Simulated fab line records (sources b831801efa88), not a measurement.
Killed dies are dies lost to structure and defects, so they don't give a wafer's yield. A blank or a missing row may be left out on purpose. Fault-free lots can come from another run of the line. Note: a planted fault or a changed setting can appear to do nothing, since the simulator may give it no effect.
The tool behind it: which one?    flow gf180mcu    Sampling: 6 lots, 18 wafers, 3 of 602 route steps

== WHAT THE GAUGES READ, wafer by wafer ==
GF_HV_LDD_TW_MEAS_38.
lot   measured      on             HV_LDD_3_TW
L349  day 12 09:31  film metro-02  1450 1441 1444
L351  day 13 06:38  film metro-02  1450 1447 1446
L353  day 13 21:19  film metro-02  1452 1448 1454
L355  day 14 15:00  film metro-04  1428 1429 1425
L360  day 16 02:31  film metro-03  1443 1444 1440
L365  day 17 11:26  film metro-04  1589 1575 1582

== EACH LOT AND THE TOOL THAT RAN IT (in order: tool; ch and the chambers of the sampled wafers; start) ==
lot   GF_HV_LDD_IMPLANT_34             GF_HV_LDD_STRIP_37
L349  implanter-02 ch 0, day 12 08:58  plasma asher-04 ch 0,1, day 12 09:25
L351  implanter-03 ch 0, day 13 06:07  plasma asher-01 ch 0,1, day 13 06:33
L353  implanter-03 ch 0, day 13 20:46  plasma asher-01 ch 0,1, day 13 21:13
L355  implanter-02 ch 0, day 14 14:29  plasma asher-01 ch 0,1, day 14 14:54
L360  implanter-01 ch 0, day 16 01:58  plasma asher-01 ch 0,1, day 16 02:25
L365  implanter-02 ch 0, day 17 10:53  plasma asher-04 ch 0,1, day 17 11:19
- GF_HV_LDD_IMPLANT_34
- GF_HV_LDD_STRIP_37: strips in O2/N2.

== THE ANSWER, worked out from the rows above alone ==
Rule: usual is defined by the lots themselves. Put in order of their means at a reading, lots are off if they are a third of the lots or fewer, leave a main group of 4 or more, and stand apart from it by a gap of 3 or more times the standard deviation of the main group's means; of several such gaps the widest counts. If all means in a main group match to the digits the tables above print for the reading, that group is not used. Also off: a lot with no number at a reading for which 4 or more lots have one. Any other lot the step has rows for is counted as sound.
Off: at GF_HV_LDD_TW_MEAS_38 (HV_LDD_3_TW), L365. The main group: mean 1443, standard deviation 8.3.
A tool fits if, at a process step before that reading, it ran every lot that is off, and no sound lot after the first of them. Gauges at GF_HV_LDD_TW_MEAS_38: tried the same way as those tools. Can't be told from this: 3 tools fit, implanter-02 at GF_HV_LDD_IMPLANT_34, plasma asher-04 at GF_HV_LDD_STRIP_37, film metro-04 at GF_HV_LDD_TW_MEAS_38.

== WHAT WAS PUT IN BY THE SIMULATOR ==
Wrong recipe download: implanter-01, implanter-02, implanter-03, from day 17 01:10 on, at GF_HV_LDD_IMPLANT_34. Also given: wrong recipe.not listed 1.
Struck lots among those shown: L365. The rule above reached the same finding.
